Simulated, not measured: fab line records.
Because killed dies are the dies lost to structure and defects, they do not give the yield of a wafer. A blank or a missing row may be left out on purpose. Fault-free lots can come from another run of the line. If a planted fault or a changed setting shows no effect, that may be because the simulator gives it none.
The tool behind it: which one?	flow sky130	11 lots with 33 wafers sampled at 3 steps, on a route of 708 steps

## WHAT THE GAUGES SHOWED, per wafer
SKY_SONOS_ONO_THK_MEAS_05.
lot	measured	on	SONOS_ONO_CVD_04_THK (nm)
L393	day 12 04:14	film metro-01	5.94 5.89 6.01
L398	day 13 04:32	film metro-02	5.81 5.73 5.75
L399	day 13 09:42	film metro-01	5.71 5.74 5.81
L400	day 13 21:43	film metro-02	5.63 5.65 5.54
L401	day 14 08:24	film metro-01	5.70 5.55 5.70
L403	day 14 12:36	film metro-02	5.63 5.75 5.82
L404	day 15 00:50	film metro-02	7.63 7.38 6.16
L405	day 15 06:10	film metro-02	7.76 6.81 6.23
L414	day 19 06:14	film metro-02	5.73 5.68 5.79
L416	day 19 10:32	film metro-01	5.53 5.52 5.64
L415	day 19 15:27	film metro-03	5.90 5.77 5.79

## WHICH TOOL RAN EACH LOT (tool, then ch and the chambers of the sampled wafers, then the start)
lot	SKY_FIELD_ISO_CMP_27	SKY_SONOS_ONO_CVD_04
L393	cmp-02 ch 1,2,3, day 2 11:04	lpcvd-03 ch 1, day 12 02:58
L398	cmp-02 ch 1,2, day 3 14:04	lpcvd-03 ch 0, day 13 03:16
L399	cmp-02 ch 1,2,3, day 3 16:30	lpcvd-03 ch 1, day 13 08:26
L400	cmp-01 ch 1,2,3, day 3 23:23	lpcvd-03 ch 0, day 13 19:50
L401	cmp-02 ch 0,1,3, day 4 06:37	lpcvd-03 ch 1, day 14 07:09
L403	cmp-02 ch 1,3, day 4 11:47	lpcvd-03 ch 0, day 14 11:21
L404	cmp-01 ch 1,2, day 4 20:08	lpcvd-03 ch 1, day 14 23:35
L405	cmp-01 ch 1,3, day 5 00:29	lpcvd-03 ch 1, day 15 04:55
L414	cmp-01 ch 2,3, day 7 13:04	lpcvd-03 ch 0, day 19 04:59
L416	cmp-01 ch 2,3, day 7 15:04	lpcvd-03 ch 0, day 19 09:17
L415	cmp-01 ch 0,1,2, day 7 17:05	lpcvd-03 ch 1, day 19 14:11
- SKY_FIELD_ISO_CMP_27: polishes, stops on Si3N4, t overpolish 16 s, target thk 457.8 nm.
- SKY_SONOS_ONO_CVD_04: deposits SiO2 from SiH4/N2O, target thk 5.7199 nm.

## THE ANSWER, worked out from the rows above alone
Rule: the usual values come from the lots themselves. Put in order of their means at a reading, lots are off if they are a third of the lots or fewer, leave a main group of 4 or more, and stand apart from it by a gap of 3 or more times the standard deviation of the main group's means; of several such gaps the widest counts. The tables above print the reading to a certain number of digits; a main group whose means all agree to those digits is not used. Also off: a lot with no number at a reading for which 4 or more lots have one. Where the step has rows for the other lots, those lots are counted as sound.
Off: at SKY_SONOS_ONO_THK_MEAS_05 (SONOS_ONO_CVD_04_THK), L404, L405. Mean 5.73 nm and standard deviation 0.11 in the main group.
A tool fits if, at a process step before that reading, it ran every lot that is off, and no sound lot after the first of them. Gauges at SKY_SONOS_ONO_THK_MEAS_05: tried the same way as those tools. None of those tried fits.

## WHAT THE SIMULATOR HAD PUT IN
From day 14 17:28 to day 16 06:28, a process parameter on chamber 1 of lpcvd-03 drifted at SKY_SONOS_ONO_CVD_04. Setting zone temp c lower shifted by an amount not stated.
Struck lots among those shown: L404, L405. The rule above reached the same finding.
